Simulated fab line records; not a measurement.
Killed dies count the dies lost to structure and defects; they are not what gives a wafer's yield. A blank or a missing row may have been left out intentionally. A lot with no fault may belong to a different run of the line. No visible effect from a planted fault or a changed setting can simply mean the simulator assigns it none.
A struck lot beside a sound one -- flow sky130 -- 18 out of 708 route steps
Sound: the wafers L308.2, L308.4, L308.5. Struck: wafers L314.2, L314.4, L314.5. The cause is named last.
Each step with rows lists, per side, the tool, then ch with its chambers, then its first start. Under that, the readings that differ: sound wafers -- struck wafers -- difference of the means -- sigmas: that difference in standard deviations of wafers without a fault.
alike: words and numbers the same on both sides, and readings whose means are apart by under 2 such deviations; not compared: readings that were withheld, readings missing a value for some wafer, numbers with overlapping values and no deviation given by the record, and bounds like >300 which may hide the same value.
A row with sigmas, a row that says differs or no value, or rows on one side alone: a step with any of these is where the two part. Non-overlapping numbers with no deviation appear without sigmas and do not part them. A reading missing from all wafers of one side parts the sides only when that side holds two or more wafers.

first, 4 steps without rows for these wafers: SKY_PWDE_SOFTBAKE_03; SKY_PWDE_EXPOSE_04 (exposes mask PWDEM, target cd 840 nm); SKY_PWDE_PEB_05; SKY_PWDE_DEVELOP_06 (develop time 60 s).
SKY_PWDE_OVL_MEAS_07:
  sound on overlay-02, day 6 04:43; struck on overlay-02, day 7 15:55
reading,sound,struck,difference,sigmas
PWDE_OVL (nm),0.7 -0.1 0.5,-2.2 -4.1 -2.2,-3.2,-2
following that, these wafers have no rows for 1 step: SKY_PWDE_IMPLANT_08.
SKY_PWDE_STRIP_09: strips in O2/N2.
  sound on plasma asher-03 ch 0,1, day 6 04:53; struck on plasma asher-04 ch 0,1, day 7 16:06
  alike: drypump motor current A, n2 flow sccm, oes product au, strip time to endpoint s
  not compared: rf hours counter h
SKY_PWDE_TW_MEAS_10:
  sound on film metro-03, day 6 05:00; struck on film metro-04, day 7 16:13
  alike: PWDE_TW
then, 4 steps without rows for these wafers: SKY_NWELL_DEHYDRATE_03 (time 60 s); SKY_NWELL_HMDS_04 (prime time 60 s); SKY_NWELL_COAT_05 (resist thk 3000 nm); SKY_NWELL_SOFTBAKE_06.
SKY_NWELL_EXPOSE_07: exposes mask NWM, target cd 840 nm.
  sound on iline stepper-01 ch 0, day 6 14:37; struck on iline stepper-01 ch 0, day 8 02:48
reading,sound,struck,difference,sigmas
model.NWELL.overlay x nm (nm),1.6 1.6 1.6,-123.1 -123.1 -123.1,-124.7,
  alike: mask, reticle temp C
then, 2 steps without rows for these wafers: SKY_NWELL_PEB_08; SKY_NWELL_DEVELOP_09 (develop time 60 s).
SKY_NWELL_OVL_MEAS_10:
  sound on overlay-01, day 7 00:41; struck on overlay-02, day 8 13:31
reading,sound,struck,difference,sigmas
NWELL_00_OVL (nm),2.1 2.2 2.5,-125.6 -124.2 -123.3,-126.6,-90
following that, these wafers have no rows for 1 step: SKY_NWELL_IMPLANT_11.
-- the record jumps here: 41 days lie between the struck wafers' starts before and after (it left off in module NWELL and takes up again in module PAD_OPEN, whose first step shown is number 708 of the route) --
SKY_PAD_OPEN_PROBE_99:
  sound on prober-02, day 48 12:38; struck on prober-01, day 49 19:42
reading,sound,struck,difference,sigmas
model.etest.pfet_16v.r on ohm um,1.516e+04 1.507e+04 1.496e+04,1.426e+04 1.416e+04 1.429e+04,-8.267e+02,
model.etest.nfet_16v.r on ohm um,1.384e+04 1.382e+04 1.38e+04,1.322e+04 1.326e+04 1.343e+04,-5.167e+02,
model.etest.pfet_16v.drive ua um,246.6 249.7 248.3,274.6 276.8 274.3,+27.0,
model.etest.nfet_16v.drive ua um,221.2 222.2 221.4,227.5 223.6 225,+3.8,
  alike: killed_at_M0_to_M3, killed_at_M4_up, killed at contacts, killed at front end, killed at other, killed dies, killed open, killed short

## WHERE THEY PART
Last at SKY_NWELL_OVL_MEAS_10 as far as this record goes, first at SKY_PWDE_OVL_MEAS_07. Later steps at which nothing parts them and some readings are alike: SKY_PAD_OPEN_PROBE_99.

WHY: what the simulator had put in
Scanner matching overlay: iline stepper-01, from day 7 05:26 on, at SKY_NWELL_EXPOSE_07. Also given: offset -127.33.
